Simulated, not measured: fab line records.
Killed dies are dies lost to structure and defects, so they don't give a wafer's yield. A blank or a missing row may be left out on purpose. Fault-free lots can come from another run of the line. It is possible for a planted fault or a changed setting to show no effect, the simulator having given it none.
A single fault, viewed from 2 desks || flow gf180mcu || only its own numbers are on each desk; what lay behind them is given at the end

THE METROLOGY DESK
Means of the sampled wafers that have a number, per lot and without regard to the tool the lot ran on: this is what the gauges read. A lot is out of limits, marked OUT, if its mean lies more than 4 standard deviations from the usual mean; the brackets give that distance.
Columns: A = HV_LDD_OVL at GF_HV_LDD_OVL_MEAS_08, usual 1.2 nm; B = HV_LDD_2_TW at GF_HV_LDD_TW_MEAS_23, usual 1067; C = HV_LDD_03_OVL at GF_HV_LDD_OVL_MEAS_47, usual 0.4 nm; D = cd-nm at GF_NSD_CD_MEAS_07, usual 400.1 nm
{"lot": "L372", "first seen here": "day 10 05:50", "A": 1.9, "B": 1058, "C": -1.8, "D": 400.9}
{"lot": "L373", "first seen here": "day 10 16:53", "A": 2.6, "B": 1063, "C": 1.7, "D": 401.2}
{"lot": "L374", "first seen here": "day 10 21:11", "A": 0.8, "B": 1058, "C": 2.9, "D": 396.3}
{"lot": "L376", "first seen here": "day 11 13:50", "A": -0.3, "B": 1068, "C": 0.2, "D": 399.6}
{"lot": "L379", "first seen here": "day 12 10:41", "A": 0.8, "B": 1066, "C": 0.8, "D": 401.6}
{"lot": "L380", "first seen here": "day 12 15:01", "A": 2.4, "B": 1066, "C": 0.6, "D": 397.6}
{"lot": "L381", "first seen here": "day 13 05:29", "A": 1.0, "B": 1074, "C": 0.9, "D": 398.6}
{"lot": "L382", "first seen here": "day 13 11:16", "A": 2.0, "B": 1070, "C": -0.0, "D": 399.2}
{"lot": "L383", "first seen here": "day 13 16:53", "A": 1.8, "B": 1065, "C": 0.9, "D": 402.9}
{"lot": "L384", "first seen here": "day 13 20:05", "A": 2.1, "B": 1067, "C": -2.1, "D": 401.8}
{"lot": "L385", "first seen here": "day 14 06:47", "A": -1.4, "B": 1078, "C": 0.4, "D": 400.3}
{"lot": "L390", "first seen here": "day 15 19:28", "A": 1.9, "B": 1065, "C": -1.1, "D": 400.6}
{"lot": "L392", "first seen here": "day 16 09:37", "A": 0.1, "B": 1064, "C": "224.3 (+99 or more) OUT", "D": "-"}
{"lot": "L393", "first seen here": "day 16 16:40", "A": -1.5, "B": 1069, "C": "226.8 (+99 or more) OUT", "D": "-"}
Per this desk, out of limits: L392, L393; the first was L392, day 19 09:07 (HV_LDD_03_OVL at GF_HV_LDD_OVL_MEAS_47). L372, L373, L374, L376, L379, L380, L381, L382, L383, L384, L385, L390: within limits.

DESK OF THE TOOL OWNER: iline-stepper-01
The tool's own readings at GF_HV_LDD_EXPOSE_43 (exposes mask Pplus HV AREA, target cd 400 nm): means of the sampled wafers that have a number, for each lot that ran on this tool. A lot is out of limits, marked OUT, if its mean lies more than 4 standard deviations from the usual mean; the brackets give that distance.
Columns: A = reticle-temp-C at GF_HV_LDD_EXPOSE_43, usual 23.02 C
{"lot": "L373", "first seen here": "day 12 17:15", "A": 22.97}
{"lot": "L374", "first seen here": "day 12 20:49", "A": 23.11}
{"lot": "L379", "first seen here": "day 14 13:00", "A": 22.97}
{"lot": "L380", "first seen here": "day 14 18:37", "A": 23.14}
{"lot": "L381", "first seen here": "day 15 09:57", "A": 22.96}
{"lot": "L382", "first seen here": "day 15 15:57", "A": 23.00}
{"lot": "L383", "first seen here": "day 15 22:57", "A": 23.05}
{"lot": "L392", "first seen here": "day 18 21:04", "A": 23.08}
{"lot": "L393", "first seen here": "day 19 05:16", "A": 22.89}
This desk's finding: nothing out of limits on any of the 9 lots.

BROUGHT TOGETHER
At day 19 09:07 the metrology desk could have sounded an alarm, on L392, L393.
The tool owner's desk saw nothing out of limits.
On record at the tool owner's desk: L392, L393, within its limits.
All the named lots went through GF_HV_LDD_EXPOSE_43 on iline-stepper-01.

WHAT WAS PUT IN BY THE SIMULATOR
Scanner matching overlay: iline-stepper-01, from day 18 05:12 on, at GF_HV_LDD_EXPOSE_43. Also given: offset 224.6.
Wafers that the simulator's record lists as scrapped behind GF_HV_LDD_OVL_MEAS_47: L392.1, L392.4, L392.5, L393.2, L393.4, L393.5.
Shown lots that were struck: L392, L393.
Time in hours between the start of the fault and the first out-of-limits reading at each desk: metrology desk, 28.
